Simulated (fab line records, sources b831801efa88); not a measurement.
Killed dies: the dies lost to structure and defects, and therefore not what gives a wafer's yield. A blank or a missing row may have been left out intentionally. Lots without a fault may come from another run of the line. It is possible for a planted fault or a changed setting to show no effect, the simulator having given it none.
fab line records || flow gf180mcu || part 2 of 2: steps 28 to 40 of 40
record: {"lots": 5, "wafers": 15, "last-day": 34}
route steps=602 shown MIM@510 M5@526 V5@540
lots that met no fault: taken from a fault-free run of the same line
start-h: hours from the record's opening day to when the first of the lot's shown wafers began || wait-h: hours since the lot's step before || " as in the row above || L1.1+2: several wafers, shown together as one row || - no value, or no start given || * or withheld: withheld || < > ~ a bound
route shown NAME@n: names a module that has steps shown in the file, with the first one's number in the route || usual: mean/standard deviation taken from wafers without a fault || same: alike in all rows || chamber/n: place in a boat || sites: readings site by site || _std_site: standard deviation across them || _edge_site: inner sites' mean taken away from outer sites' mean || radius-mm: how far each site lies from the wafer's centre || mask NAME#n: copy n || behind: the last tool/chamber to shape the wafer || hold: cause of the lot's hold/its duration in hours/its outcome || device: whichever transistor did not switch (one of n, p or np) || end of line: tests of these same wafers at the route's end || a step with no rows: only its recipe || killed: dies lost to structure and defects at the first sort, not the wafer's yield || map: a wafer's dies, marking killed ones x, the rest . and places with no die _
set.NAME: the setting as run; set.NAME@STEP: as run at that earlier step || model.NAME: the simulator's own value behind a step, which no gauge read
certain route steps with their lots: each step a table, each wafer a row
services: from which hour (start-h, from the record's first day; less than 0 if before it) a tool's chamber was out of use, for how many hours, and why
== steps ==
step: GF_M5_STRIP_11
recipe: {"chemistry": "O2/N2", "power-w": 1400, "pressure-mtorr": 1500, "platen-temp-c": 250, "o2-flow-sccm": 3000, "n2-flow-sccm": 300, "overash-fraction": 0.5}
usual: {"drypump-motor-current-A": "5.7/0.56", "heater-power-w": "321/21", "oes-product-au": "0.543/0.0048", "strip-time-to-endpoint-s": "7.52/0.052"}
{"lot.wafer": "L076.3", "tool": "plasma-asher-04", "chamber": 0, "start-h": 634.31, "wait-h": 0.1, "drypump-motor-current-A": 5.2, "heater-power-w": 320, "oes-product-au": 0.553, "rf-hours-counter-h": "-", "strip-time-to-endpoint-s": 7.46}
{"lot.wafer": "L076.5", "tool": "plasma-asher-04", "chamber": 0, "start-h": 634.31, "wait-h": 0.1, "drypump-motor-current-A": 5.2, "heater-power-w": 339, "oes-product-au": 0.539, "rf-hours-counter-h": "-", "strip-time-to-endpoint-s": 7.49}
{"lot.wafer": "L076.6", "tool": "plasma-asher-04", "chamber": 1, "start-h": 634.31, "wait-h": 0.1, "drypump-motor-current-A": 5.5, "heater-power-w": 312, "oes-product-au": 0.546, "rf-hours-counter-h": "-", "strip-time-to-endpoint-s": 7.57}
{"lot.wafer": "L081.1", "tool": "plasma-asher-02", "chamber": 0, "start-h": 665.92, "wait-h": 0.1, "drypump-motor-current-A": 5.3, "heater-power-w": 335, "oes-product-au": 0.545, "rf-hours-counter-h": 101, "strip-time-to-endpoint-s": 7.46}
{"lot.wafer": "L081.2", "tool": "plasma-asher-02", "chamber": 1, "start-h": 665.92, "wait-h": 0.1, "drypump-motor-current-A": 6.6, "heater-power-w": 297, "oes-product-au": 0.537, "rf-hours-counter-h": 101, "strip-time-to-endpoint-s": 7.46}
{"lot.wafer": "L081.6", "tool": "plasma-asher-02", "chamber": 1, "start-h": 665.92, "wait-h": 0.1, "drypump-motor-current-A": 6.5, "heater-power-w": 300, "oes-product-au": 0.544, "rf-hours-counter-h": "-", "strip-time-to-endpoint-s": 7.51}
{"lot.wafer": "L087.2", "tool": "plasma-asher-04", "chamber": 0, "start-h": 708.13, "wait-h": 0.1, "drypump-motor-current-A": 5.2, "heater-power-w": 323, "oes-product-au": 0.543, "rf-hours-counter-h": 61, "strip-time-to-endpoint-s": 7.57}
{"lot.wafer": "L087.3", "tool": "plasma-asher-04", "chamber": 0, "start-h": 708.13, "wait-h": 0.1, "drypump-motor-current-A": 5.2, "heater-power-w": 317, "oes-product-au": 0.543, "rf-hours-counter-h": "-", "strip-time-to-endpoint-s": 7.58}
{"lot.wafer": "L087.4", "tool": "plasma-asher-04", "chamber": 1, "start-h": 708.13, "wait-h": 0.1, "drypump-motor-current-A": 5.6, "heater-power-w": 304, "oes-product-au": 0.541, "rf-hours-counter-h": "-", "strip-time-to-endpoint-s": 7.48}
{"lot.wafer": "L088.3", "tool": "plasma-asher-02", "chamber": 0, "start-h": 712.67, "wait-h": 0.1, "drypump-motor-current-A": 5.3, "heater-power-w": 336, "oes-product-au": 0.542, "rf-hours-counter-h": "-", "strip-time-to-endpoint-s": 7.53}
{"lot.wafer": "L088.4", "tool": "plasma-asher-02", "chamber": 1, "start-h": 712.67, "wait-h": 0.1, "drypump-motor-current-A": 6.6, "heater-power-w": 305, "oes-product-au": 0.548, "rf-hours-counter-h": "-", "strip-time-to-endpoint-s": 7.64}
{"lot.wafer": "L088.6", "tool": "plasma-asher-02", "chamber": 0, "start-h": 712.67, "wait-h": 0.1, "drypump-motor-current-A": 5.3, "heater-power-w": 325, "oes-product-au": 0.553, "rf-hours-counter-h": "-", "strip-time-to-endpoint-s": 7.54}
{"lot.wafer": "L096.2", "tool": "plasma-asher-03", "chamber": 0, "start-h": 759.21, "wait-h": 0.1, "drypump-motor-current-A": 6.8, "heater-power-w": 361, "oes-product-au": 0.547, "rf-hours-counter-h": 99, "strip-time-to-endpoint-s": 7.49}
{"lot.wafer": "L096.3", "tool": "plasma-asher-03", "chamber": 1, "start-h": 759.21, "wait-h": 0.1, "drypump-motor-current-A": 5.9, "heater-power-w": 363, "oes-product-au": 0.540, "rf-hours-counter-h": "-", "strip-time-to-endpoint-s": 7.53}
{"lot.wafer": "L096.5", "tool": "plasma-asher-03", "chamber": 1, "start-h": 759.21, "wait-h": 0.1, "drypump-motor-current-A": 6.0, "heater-power-w": 371, "oes-product-au": 0.542, "rf-hours-counter-h": "-", "strip-time-to-endpoint-s": 7.55}
step: GF_M5_STRIP_12
recipe: {"chemistry": "post-etch-residue-remover", "time-s": 1200, "temp-c": 72.5}
{"lot.wafer": "L076.3+5+6", "tool": "wet-bench-02", "chamber": 1, "start-h": 634.38, "wait-h": 0.0}
{"lot.wafer": "L081.1+2+6", "tool": "wet-bench-02", "chamber": 0, "start-h": 666.02, "wait-h": 0.1}
{"lot.wafer": "L087.2+3+4", "tool": "wet-bench-02", "chamber": 0, "start-h": 708.23, "wait-h": 0.1}
{"lot.wafer": "L088.3+4+6", "tool": "wet-bench-02", "chamber": 3, "start-h": 712.73, "wait-h": 0.0}
{"lot.wafer": "L096.2+3+5", "tool": "wet-bench-03", "chamber": 2, "start-h": 759.31, "wait-h": 0.1}
step: GF_M5_CLEAN_13
recipe: {"chemistry": "DIW", "dry": "n2-spin"}
{"lot.wafer": "L076.3+5+6", "tool": "wet-bench-03", "chamber": 2, "start-h": 634.75, "wait-h": 0.0}
{"lot.wafer": "L081.1+2+6", "tool": "wet-bench-02", "chamber": 2, "start-h": 666.36, "wait-h": 0.0}
{"lot.wafer": "L087.2+3+4", "tool": "wet-bench-03", "chamber": 0, "start-h": 708.63, "wait-h": 0.0}
{"lot.wafer": "L088.3+4+6", "tool": "wet-bench-04", "chamber": 1, "start-h": 713.14, "wait-h": 0.0}
{"lot.wafer": "L096.2+3+5", "tool": "wet-bench-04", "chamber": 0, "start-h": 759.65, "wait-h": 0.0}
step: GF_V5_CVD_00
recipe: {"material": "SiO2", "target-thk-nm": 300, "sigma-open-frac": 0.3, "temp-c": 400, "time-s": 50, "sih4-flow-sccm": 60, "pressure-mtorr": 6}
{"lot.wafer": "L076.3+5+6", "tool": "hdpcvd-02", "chamber": "2,1,2", "start-h": 634.84, "wait-h": 0.0}
{"lot.wafer": "L081.1+2+6", "tool": "hdpcvd-01", "chamber": "0,2,0", "start-h": 666.46, "wait-h": 0.0}
{"lot.wafer": "L087.2+3+4", "tool": "hdpcvd-02", "chamber": "2,0,2", "start-h": 708.73, "wait-h": 0.0}
{"lot.wafer": "L088.3+4+6", "tool": "hdpcvd-01", "chamber": "1,2,1", "start-h": 713.26, "wait-h": 0.0}
{"lot.wafer": "L096.2+3+5", "tool": "hdpcvd-01", "chamber": "0,1,0", "start-h": 759.74, "wait-h": 0.0}
step: GF_V5_THK_MEAS_01
recipe: {"reads": "SiO2_of_V5_CVD_00"}
usual: {"V5_CVD_00_THK": "299/3.1"}
{"lot.wafer": "L076.3", "tool": "film-metro-04", "chamber": "-", "start-h": 634.91, "wait-h": 0.0, "V5_CVD_00_THK[nm]": 298}
{"lot.wafer": "L076.5", "tool": "film-metro-04", "chamber": "-", "start-h": 634.91, "wait-h": 0.0, "V5_CVD_00_THK[nm]": 303}
{"lot.wafer": "L076.6", "tool": "film-metro-04", "chamber": "-", "start-h": 634.91, "wait-h": 0.0, "V5_CVD_00_THK[nm]": 296}
{"lot.wafer": "L081.1", "tool": "film-metro-04", "chamber": "-", "start-h": 666.50, "wait-h": 0.0, "V5_CVD_00_THK[nm]": 297}
{"lot.wafer": "L081.2", "tool": "film-metro-04", "chamber": "-", "start-h": 666.50, "wait-h": 0.0, "V5_CVD_00_THK[nm]": 298}
{"lot.wafer": "L081.6", "tool": "film-metro-04", "chamber": "-", "start-h": 666.50, "wait-h": 0.0, "V5_CVD_00_THK[nm]": 302}
{"lot.wafer": "L087.2", "tool": "film-metro-04", "chamber": "-", "start-h": 708.79, "wait-h": 0.0, "V5_CVD_00_THK[nm]": 291}
{"lot.wafer": "L087.3", "tool": "film-metro-04", "chamber": "-", "start-h": 708.79, "wait-h": 0.0, "V5_CVD_00_THK[nm]": 300}
{"lot.wafer": "L087.4", "tool": "film-metro-04", "chamber": "-", "start-h": 708.79, "wait-h": 0.0, "V5_CVD_00_THK[nm]": 292}
{"lot.wafer": "L088.3", "tool": "film-metro-02", "chamber": "-", "start-h": 713.32, "wait-h": 0.0, "V5_CVD_00_THK[nm]": 299}
{"lot.wafer": "L088.4", "tool": "film-metro-02", "chamber": "-", "start-h": 713.32, "wait-h": 0.0, "V5_CVD_00_THK[nm]": 296}
{"lot.wafer": "L088.6", "tool": "film-metro-02", "chamber": "-", "start-h": 713.32, "wait-h": 0.0, "V5_CVD_00_THK[nm]": 300}
{"lot.wafer": "L096.2", "tool": "film-metro-02", "chamber": "-", "start-h": 759.80, "wait-h": 0.0, "V5_CVD_00_THK[nm]": 304}
{"lot.wafer": "L096.3", "tool": "film-metro-02", "chamber": "-", "start-h": 759.80, "wait-h": 0.0, "V5_CVD_00_THK[nm]": 295}
{"lot.wafer": "L096.5", "tool": "film-metro-02", "chamber": "-", "start-h": 759.80, "wait-h": 0.0, "V5_CVD_00_THK[nm]": 306}
step: GF_V5_CVD_02
recipe: {"material": "SiO2", "target-thk-nm": 1450, "precursor": "TEOS", "temp-c": 400, "time-s": 163.28, "rf-w": 600}
usual: {"heater-power-w": "638/100"}
{"lot.wafer": "L076.3", "tool": "pecvd-02", "chamber": 2, "start-h": 634.95, "wait-h": 0.0, "heater-power-w": 755, "since-wet-clean-h": 30}
{"lot.wafer": "L076.5", "tool": "pecvd-02", "chamber": 0, "start-h": 634.95, "wait-h": 0.0, "heater-power-w": 565, "since-wet-clean-h": "-"}
{"lot.wafer": "L076.6", "tool": "pecvd-02", "chamber": 2, "start-h": 634.95, "wait-h": 0.0, "heater-power-w": 585, "since-wet-clean-h": "-"}
{"lot.wafer": "L081.1", "tool": "pecvd-01", "chamber": 2, "start-h": 666.56, "wait-h": 0.1, "heater-power-w": 835, "since-wet-clean-h": 284}
{"lot.wafer": "L081.2", "tool": "pecvd-01", "chamber": 1, "start-h": 666.56, "wait-h": 0.1, "heater-power-w": 729, "since-wet-clean-h": 284}
{"lot.wafer": "L081.6", "tool": "pecvd-01", "chamber": 0, "start-h": 666.56, "wait-h": 0.1, "heater-power-w": 480, "since-wet-clean-h": "-"}
{"lot.wafer": "L087.2", "tool": "pecvd-04", "chamber": 1, "start-h": 708.84, "wait-h": 0.0, "heater-power-w": 698, "since-wet-clean-h": 534}
{"lot.wafer": "L087.3", "tool": "pecvd-04", "chamber": 2, "start-h": 708.84, "wait-h": 0.0, "heater-power-w": 571, "since-wet-clean-h": 534}
{"lot.wafer": "L087.4", "tool": "pecvd-04", "chamber": 0, "start-h": 708.84, "wait-h": 0.0, "heater-power-w": 481, "since-wet-clean-h": "-"}
{"lot.wafer": "L088.3", "tool": "pecvd-01", "chamber": 1, "start-h": 713.36, "wait-h": 0.0, "heater-power-w": 679, "since-wet-clean-h": 331}
{"lot.wafer": "L088.4", "tool": "pecvd-01", "chamber": 2, "start-h": 713.36, "wait-h": 0.0, "heater-power-w": 829, "since-wet-clean-h": "-"}
{"lot.wafer": "L088.6", "tool": "pecvd-01", "chamber": 1, "start-h": 713.36, "wait-h": 0.0, "heater-power-w": 773, "since-wet-clean-h": "-"}
{"lot.wafer": "L096.2", "tool": "pecvd-04", "chamber": 0, "start-h": 759.85, "wait-h": 0.0, "heater-power-w": 600, "since-wet-clean-h": 585}
{"lot.wafer": "L096.3", "tool": "pecvd-04", "chamber": 2, "start-h": 759.85, "wait-h": 0.0, "heater-power-w": 559, "since-wet-clean-h": 585}
{"lot.wafer": "L096.5", "tool": "pecvd-04", "chamber": 2, "start-h": 759.85, "wait-h": 0.0, "heater-power-w": 672, "since-wet-clean-h": "-"}
step: GF_V5_THK_MEAS_03
recipe: {"reads": "SiO2_of_V5_CVD_02"}
usual: {"V5_CVD_02_THK": "1455/21"}
{"lot.wafer": "L076.3", "tool": "film-metro-04", "chamber": "-", "start-h": 635.08, "wait-h": 0.1, "V5_CVD_02_THK[nm]": 1469}
{"lot.wafer": "L076.5", "tool": "film-metro-04", "chamber": "-", "start-h": 635.08, "wait-h": 0.1, "V5_CVD_02_THK[nm]": 1453}
{"lot.wafer": "L076.6", "tool": "film-metro-04", "chamber": "-", "start-h": 635.08, "wait-h": 0.1, "V5_CVD_02_THK[nm]": 1499}
{"lot.wafer": "L081.1", "tool": "film-metro-02", "chamber": "-", "start-h": 666.67, "wait-h": 0.1, "V5_CVD_02_THK[nm]": 1446}
{"lot.wafer": "L081.2", "tool": "film-metro-02", "chamber": "-", "start-h": 666.67, "wait-h": 0.1, "V5_CVD_02_THK[nm]": 1417}
{"lot.wafer": "L081.6", "tool": "film-metro-02", "chamber": "-", "start-h": 666.67, "wait-h": 0.1, "V5_CVD_02_THK[nm]": 1450}
{"lot.wafer": "L087.2", "tool": "film-metro-03", "chamber": "-", "start-h": 708.96, "wait-h": 0.1, "V5_CVD_02_THK[nm]": 1438}
{"lot.wafer": "L087.3", "tool": "film-metro-03", "chamber": "-", "start-h": 708.96, "wait-h": 0.1, "V5_CVD_02_THK[nm]": 1453}
{"lot.wafer": "L087.4", "tool": "film-metro-03", "chamber": "-", "start-h": 708.96, "wait-h": 0.1, "V5_CVD_02_THK[nm]": 1482}
{"lot.wafer": "L088.3", "tool": "film-metro-04", "chamber": "-", "start-h": 713.49, "wait-h": 0.1, "V5_CVD_02_THK[nm]": 1416}
{"lot.wafer": "L088.4", "tool": "film-metro-04", "chamber": "-", "start-h": 713.49, "wait-h": 0.1, "V5_CVD_02_THK[nm]": 1441}
{"lot.wafer": "L088.6", "tool": "film-metro-04", "chamber": "-", "start-h": 713.49, "wait-h": 0.1, "V5_CVD_02_THK[nm]": 1444}
{"lot.wafer": "L096.2", "tool": "film-metro-04", "chamber": "-", "start-h": 759.97, "wait-h": 0.1, "V5_CVD_02_THK[nm]": 1449}
{"lot.wafer": "L096.3", "tool": "film-metro-04", "chamber": "-", "start-h": 759.97, "wait-h": 0.1, "V5_CVD_02_THK[nm]": 1455}
{"lot.wafer": "L096.5", "tool": "film-metro-04", "chamber": "-", "start-h": 759.97, "wait-h": 0.1, "V5_CVD_02_THK[nm]": 1477}
step: GF_V5_CMP_04
recipe: {"material": "SiO2", "down-force-psi": 4, "platen-rpm": 60, "pad-velocity-m-s": 0.94248}
usual: {"motor-current-A": "11.7/0.85", "platen-rpm": "60.00/0.044"}
{"lot.wafer": "L076.3", "tool": "cmp-01", "chamber": 1, "start-h": 635.17, "wait-h": 0.1, "motor-current-A": 10.6, "platen-rpm": 59.98}
{"lot.wafer": "L076.6", "tool": "cmp-01", "chamber": 0, "start-h": 635.17, "wait-h": 0.1, "motor-current-A": 11.1, "platen-rpm": 60.01}
{"lot.wafer": "L076.5", "tool": "cmp-01", "chamber": 1, "start-h": 635.17, "wait-h": 0.1, "motor-current-A": 11.1, "platen-rpm": 59.96}
{"lot.wafer": "L081.2", "tool": "cmp-02", "chamber": 1, "start-h": 666.73, "wait-h": 0.0, "motor-current-A": 11.3, "platen-rpm": 60.03}
{"lot.wafer": "L081.1", "tool": "cmp-02", "chamber": 2, "start-h": 666.73, "wait-h": 0.0, "motor-current-A": 13.5, "platen-rpm": 59.99}
{"lot.wafer": "L081.6", "tool": "cmp-02", "chamber": 1, "start-h": 666.73, "wait-h": 0.0, "motor-current-A": 11.4, "platen-rpm": 60.01}
{"lot.wafer": "L087.2", "tool": "cmp-02", "chamber": 2, "start-h": 709.01, "wait-h": 0.0, "motor-current-A": 13.0, "platen-rpm": 60.11}
{"lot.wafer": "L087.4", "tool": "cmp-02", "chamber": 3, "start-h": 709.01, "wait-h": 0.0, "motor-current-A": 11.4, "platen-rpm": 60.05}
{"lot.wafer": "L087.3", "tool": "cmp-02", "chamber": 0, "start-h": 709.01, "wait-h": 0.0, "motor-current-A": 11.0, "platen-rpm": 60.01}
{"lot.wafer": "L088.4", "tool": "cmp-02", "chamber": 3, "start-h": 713.58, "wait-h": 0.1, "motor-current-A": 11.1, "platen-rpm": 59.94}
{"lot.wafer": "L088.3", "tool": "cmp-02", "chamber": 0, "start-h": 713.58, "wait-h": 0.1, "motor-current-A": 11.3, "platen-rpm": 59.99}
{"lot.wafer": "L088.6", "tool": "cmp-02", "chamber": 2, "start-h": 713.58, "wait-h": 0.1, "motor-current-A": 13.9, "platen-rpm": 60.03}
{"lot.wafer": "L096.2", "tool": "cmp-02", "chamber": 0, "start-h": 760.07, "wait-h": 0.1, "motor-current-A": 10.6, "platen-rpm": 59.98}
{"lot.wafer": "L096.3", "tool": "cmp-02", "chamber": 1, "start-h": 760.07, "wait-h": 0.1, "motor-current-A": 11.1, "platen-rpm": 59.97}
{"lot.wafer": "L096.5", "tool": "cmp-02", "chamber": 3, "start-h": 760.07, "wait-h": 0.1, "motor-current-A": 10.9, "platen-rpm": 60.01}
step: GF_V5_BOW_MEAS_05
recipe: {"mode": "bow"}
usual: {"V5_BOW": "132/10"}
{"lot.wafer": "L076.3", "tool": "film-metro-03", "chamber": "-", "start-h": 635.46, "wait-h": 0.2, "V5_BOW[um]": 140}
{"lot.wafer": "L076.5", "tool": "film-metro-03", "chamber": "-", "start-h": 635.46, "wait-h": 0.2, "V5_BOW[um]": 141}
{"lot.wafer": "L076.6", "tool": "film-metro-03", "chamber": "-", "start-h": 635.46, "wait-h": 0.2, "V5_BOW[um]": 138}
{"lot.wafer": "L081.1", "tool": "film-metro-03", "chamber": "-", "start-h": 667.03, "wait-h": 0.2, "V5_BOW[um]": 131}
{"lot.wafer": "L081.2", "tool": "film-metro-03", "chamber": "-", "start-h": 667.03, "wait-h": 0.2, "V5_BOW[um]": 134}
{"lot.wafer": "L081.6", "tool": "film-metro-03", "chamber": "-", "start-h": 667.03, "wait-h": 0.2, "V5_BOW[um]": 141}
{"lot.wafer": "L087.2", "tool": "film-metro-02", "chamber": "-", "start-h": 709.33, "wait-h": 0.3, "V5_BOW[um]": 110}
{"lot.wafer": "L087.3", "tool": "film-metro-02", "chamber": "-", "start-h": 709.33, "wait-h": 0.3, "V5_BOW[um]": 105}
{"lot.wafer": "L087.4", "tool": "film-metro-02", "chamber": "-", "start-h": 709.33, "wait-h": 0.3, "V5_BOW[um]": 109}
{"lot.wafer": "L088.3", "tool": "film-metro-02", "chamber": "-", "start-h": 713.87, "wait-h": 0.2, "V5_BOW[um]": 140}
{"lot.wafer": "L088.4", "tool": "film-metro-02", "chamber": "-", "start-h": 713.87, "wait-h": 0.2, "V5_BOW[um]": 137}
{"lot.wafer": "L088.6", "tool": "film-metro-02", "chamber": "-", "start-h": 713.87, "wait-h": 0.2, "V5_BOW[um]": 140}
{"lot.wafer": "L096.2", "tool": "film-metro-02", "chamber": "-", "start-h": 760.34, "wait-h": 0.2, "V5_BOW[um]": 151}
{"lot.wafer": "L096.3", "tool": "film-metro-02", "chamber": "-", "start-h": 760.34, "wait-h": 0.2, "V5_BOW[um]": 135}
{"lot.wafer": "L096.5", "tool": "film-metro-02", "chamber": "-", "start-h": 760.34, "wait-h": 0.2, "V5_BOW[um]": 140}
step: GF_V5_DEHYDRATE_06
recipe: {"temp-c": 200, "time-s": 60}
usual: {"plate-temp-C": "199.99/0.16"}
{"lot.wafer": "L076.3", "tool": "litho-track-03", "chamber": 0, "start-h": 644.69, "wait-h": 9.2, "plate-temp-C": 200.13}
{"lot.wafer": "L076.5", "tool": "litho-track-03", "chamber": 0, "start-h": 644.69, "wait-h": 9.2, "plate-temp-C": 200.13}
{"lot.wafer": "L076.6", "tool": "litho-track-03", "chamber": 0, "start-h": 644.69, "wait-h": 9.2, "plate-temp-C": 200.33}
{"lot.wafer": "L081.1", "tool": "litho-track-02", "chamber": 0, "start-h": 676.17, "wait-h": 9.1, "plate-temp-C": 200.07}
{"lot.wafer": "L081.2", "tool": "litho-track-02", "chamber": 0, "start-h": 676.17, "wait-h": 9.1, "plate-temp-C": 199.91}
{"lot.wafer": "L081.6", "tool": "litho-track-02", "chamber": 0, "start-h": 676.17, "wait-h": 9.1, "plate-temp-C": 200.02}
{"lot.wafer": "L087.2", "tool": "litho-track-03", "chamber": 0, "start-h": 717.81, "wait-h": 8.5, "plate-temp-C": 200.09}
{"lot.wafer": "L087.3", "tool": "litho-track-03", "chamber": 0, "start-h": 717.81, "wait-h": 8.5, "plate-temp-C": 200.29}
{"lot.wafer": "L087.4", "tool": "litho-track-03", "chamber": 0, "start-h": 717.81, "wait-h": 8.5, "plate-temp-C": 200.24}
{"lot.wafer": "L088.3", "tool": "litho-track-04", "chamber": 0, "start-h": 722.36, "wait-h": 8.5, "plate-temp-C": 199.88}
{"lot.wafer": "L088.4", "tool": "litho-track-04", "chamber": 0, "start-h": 722.36, "wait-h": 8.5, "plate-temp-C": 200.12}
{"lot.wafer": "L088.6", "tool": "litho-track-04", "chamber": 0, "start-h": 722.36, "wait-h": 8.5, "plate-temp-C": 199.89}
{"lot.wafer": "L096.2", "tool": "litho-track-04", "chamber": 0, "start-h": 767.73, "wait-h": 7.4, "plate-temp-C": 200.11}
{"lot.wafer": "L096.3", "tool": "litho-track-04", "chamber": 0, "start-h": 767.73, "wait-h": 7.4, "plate-temp-C": 200.43}
{"lot.wafer": "L096.5", "tool": "litho-track-04", "chamber": 0, "start-h": 767.73, "wait-h": 7.4, "plate-temp-C": 199.94}
step: GF_V5_HMDS_07
recipe: {"prime-time-s": 60, "prime-temp-c": 120}
{"lot.wafer": "L076.3+5+6", "tool": "litho-track-03", "chamber": 0, "start-h": 644.84, "wait-h": 0.1}
{"lot.wafer": "L081.1+2+6", "tool": "litho-track-02", "chamber": 0, "start-h": 676.32, "wait-h": 0.1}
{"lot.wafer": "L087.2+3+4", "tool": "litho-track-03", "chamber": 0, "start-h": 717.96, "wait-h": 0.1}
{"lot.wafer": "L088.3+4+6", "tool": "litho-track-04", "chamber": 0, "start-h": 722.51, "wait-h": 0.1}
{"lot.wafer": "L096.2+3+5", "tool": "litho-track-04", "chamber": 0, "start-h": 767.88, "wait-h": 0.1}
step: GF_V5_COAT_08
recipe: {"resist": "BARC", "temp-c": "withheld", "time-s": "withheld", "spin-rpm": "withheld", "resist-thk-nm": "withheld"}
{"lot.wafer": "L076.3+5+6", "tool": "litho-track-03", "chamber": 0, "start-h": 644.99, "wait-h": 0.1}
{"lot.wafer": "L081.1+2+6", "tool": "litho-track-02", "chamber": 0, "start-h": 676.47, "wait-h": 0.1}
{"lot.wafer": "L087.2+3+4", "tool": "litho-track-03", "chamber": 0, "start-h": 718.11, "wait-h": 0.1}
{"lot.wafer": "L088.3+4+6", "tool": "litho-track-04", "chamber": 0, "start-h": 722.66, "wait-h": 0.1}
{"lot.wafer": "L096.2+3+5", "tool": "litho-track-04", "chamber": 0, "start-h": 768.03, "wait-h": 0.1}
step: GF_V5_COAT_09
recipe: {"resist": "KrF", "spin-rpm": "withheld", "resist-thk-nm": 1000}
{"lot.wafer": "L076.3+5+6", "tool": "litho-track-03", "chamber": 0, "start-h": "-", "wait-h": "-"}
{"lot.wafer": "L081.1+2+6", "tool": "litho-track-02", "chamber": 0, "start-h": "-", "wait-h": "-"}
{"lot.wafer": "L087.2+3+4", "tool": "litho-track-03", "chamber": 0, "start-h": "-", "wait-h": "-"}
{"lot.wafer": "L088.3+4+6", "tool": "litho-track-04", "chamber": 0, "start-h": "-", "wait-h": "-"}
{"lot.wafer": "L096.2+3+5", "tool": "litho-track-04", "chamber": 0, "start-h": "-", "wait-h": "-"}
== services ==
{"tool": "pecvd-04", "chamber": "-", "start-h": 569.91, "hours": 2.8, "kind": "pm"}
{"tool": "krf-scanner-02", "chamber": "-", "start-h": 572.75, "hours": 0.8, "kind": "pm"}
{"tool": "pecvd-01", "chamber": "-", "start-h": 577.70, "hours": 2.8, "kind": "repair"}
{"tool": "rie-diel-04", "chamber": "-", "start-h": 588.68, "hours": 0.9, "kind": "repair"}
{"tool": "cmp-02", "chamber": "-", "start-h": 596.49, "hours": 8.9, "kind": "repair"}
{"tool": "hdpcvd-02", "chamber": 1, "start-h": 604.74, "hours": 7.1, "kind": "repair"}
{"tool": "cmp-02", "chamber": "-", "start-h": 605.36, "hours": 5.1, "kind": "pm"}
{"tool": "rie-diel-03", "chamber": 2, "start-h": 614.00, "hours": 3.1, "kind": "repair"}
{"tool": "rie-metal-02", "chamber": "-", "start-h": 617.91, "hours": 28.1, "kind": "pm"}
{"tool": "krf-scanner-02", "chamber": "-", "start-h": 620.85, "hours": 3.4, "kind": "repair"}
{"tool": "hdpcvd-01", "chamber": 1, "start-h": 628.95, "hours": 10.8, "kind": "repair"}
{"tool": "iline-stepper-02", "chamber": "-", "start-h": 629.52, "hours": 1.7, "kind": "pm"}
{"tool": "krf-scanner-02", "chamber": "-", "start-h": 640.14, "hours": 1.3, "kind": "pm"}
{"tool": "pvd-sputter-03", "chamber": "-", "start-h": 659.12, "hours": 1.7, "kind": "repair"}
{"tool": "krf-scanner-02", "chamber": "-", "start-h": 666.38, "hours": 1.0, "kind": "pm"}
{"tool": "cmp-02", "chamber": "-", "start-h": 673.41, "hours": 1.2, "kind": "repair"}
{"tool": "pvd-sputter-01", "chamber": "-", "start-h": 691.69, "hours": 2.4, "kind": "repair"}
{"tool": "krf-scanner-02", "chamber": "-", "start-h": 701.04, "hours": 4.4, "kind": "pm"}
{"tool": "hdpcvd-01", "chamber": 0, "start-h": 706.71, "hours": 7.6, "kind": "repair"}
{"tool": "plasma-asher-02", "chamber": "-", "start-h": 733.75, "hours": 9.0, "kind": "pm"}
{"tool": "krf-scanner-02", "chamber": "-", "start-h": 738.91, "hours": 3.6, "kind": "pm"}
{"tool": "cmp-02", "chamber": "-", "start-h": 744.30, "hours": 4.0, "kind": "pm"}
{"tool": "pvd-sputter-04", "chamber": "-", "start-h": 747.38, "hours": 5.5, "kind": "repair"}
{"tool": "cmp-02", "chamber": "-", "start-h": 766.60, "hours": 0.8, "kind": "repair"}
